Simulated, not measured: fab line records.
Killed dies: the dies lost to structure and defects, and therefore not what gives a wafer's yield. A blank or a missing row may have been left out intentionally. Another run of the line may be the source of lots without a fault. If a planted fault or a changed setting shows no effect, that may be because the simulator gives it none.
Chamber matching | flow gf180mcu | GF_MIM_CVD_05 on pecvd-03: 3 sister chambers
The step deposits Si3N4, target thk 42 nm, time 29.086 s. 24 wafers are shown with their chamber, then 12 later ones without.

EACH WAFER AND ITS CHAMBER
wafer  | chamber | heater-power-w (W) | susceptor-temp-C (C)
L075.2 | 1       | 494                | 384.89
L075.5 | 0       | 527                | 384.98
L075.6 | 1       | 495                | 384.93
L076.1 | 1       | 486                | 385.33
L076.2 | 0       | 608                | 384.90
L076.4 | 0       | 612                | 384.82
L078.2 | 2       | 540                | 385.07
L078.3 | 0       | 526                | 385.16
L078.5 | 2       | 524                | 385.14
L079.1 | 2       | 528                | 385.35
L079.3 | 1       | 503                | 385.49
L079.4 | 0       | 499                | 385.40
L081.1 | 0       | 602                | 385.18
L081.2 | 1       | 488                | 385.01
L081.6 | 0       | 596                | 385.05
L082.1 | 0       | 581                | 384.85
L082.2 | 2       | 475                | 384.89
L082.6 | 1       | 410                | 384.90
L083.2 | 0       | 543                | 384.91
L083.4 | 1       | 460                | 385.18
L083.5 | 2       | 504                | 385.04
L087.1 | 1       | 474                | 384.70
L087.5 | 1       | 494                | 385.02
L087.6 | 0       | 573                | 385.01

SIGNATURES (means of the wafers above)
reading          | chamber 0 | chamber 1 | chamber 2 | scatter within a chamber
heater-power-w   | 566.70    | 478.22    | 514.20    | 33.5
susceptor-temp-C | 385.0260  | 385.0500  | 385.0980  | 0.204
Rule: for a wafer and a chamber, the distance is found by dividing, reading by reading, the gap between the wafer's reading and the chamber's mean by the reading's scatter, squaring, summing and taking the root. The wafer belongs to the nearest chamber; if the next one is less than 2 further off, it can't be placed. How the scatter is found: for the shown wafers, subtract from each reading the mean of its chamber, square and add these, divide the total by (wafers less chambers), then take the root.

WAFERS WITHOUT THEIR CHAMBER
wafer  | heater-power-w (W) | susceptor-temp-C (C)
L089.3 | 503                | 384.79
L089.4 | 495                | 384.84
L089.6 | 524                | 385.04
L092.2 | 557                | 384.74
L092.3 | 540                | 385.35
L092.4 | 561                | 384.86
L094.1 | 531                | 384.62
L094.5 | 427                | 385.12
L094.6 | 547                | 384.94
L096.3 | 516                | 384.74
L096.4 | 428                | 385.31
L096.5 | 546                | 385.27

CHAMBER TAKEN BY EACH
wafer  | from the rows above          | in truth
L089.3 | can't be placed: 1 or 2 or 0 | 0
L089.4 | can't be placed: 1 or 2 or 0 | 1
L089.6 | can't be placed: 2 or 0 or 1 | 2
L092.2 | can't be placed: 0 or 2 or 1 | 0
L092.3 | can't be placed: 2 or 0 or 1 | 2
L092.4 | can't be placed: 0 or 2 or 1 | 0
L094.1 | can't be placed: 0 or 2 or 1 | 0
L094.5 | can't be placed: 1 or 2      | 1
L094.6 | can't be placed: 0 or 2 or 1 | 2
L096.3 | can't be placed: 2 or 1 or 0 | 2
L096.4 | can't be placed: 1 or 2      | 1
L096.5 | can't be placed: 2 or 0 or 1 | 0
Placed correctly: 0 of 12. Can't be placed from these rows: 12 (the true chamber is among the candidates in 12). 0 placed wrongly.
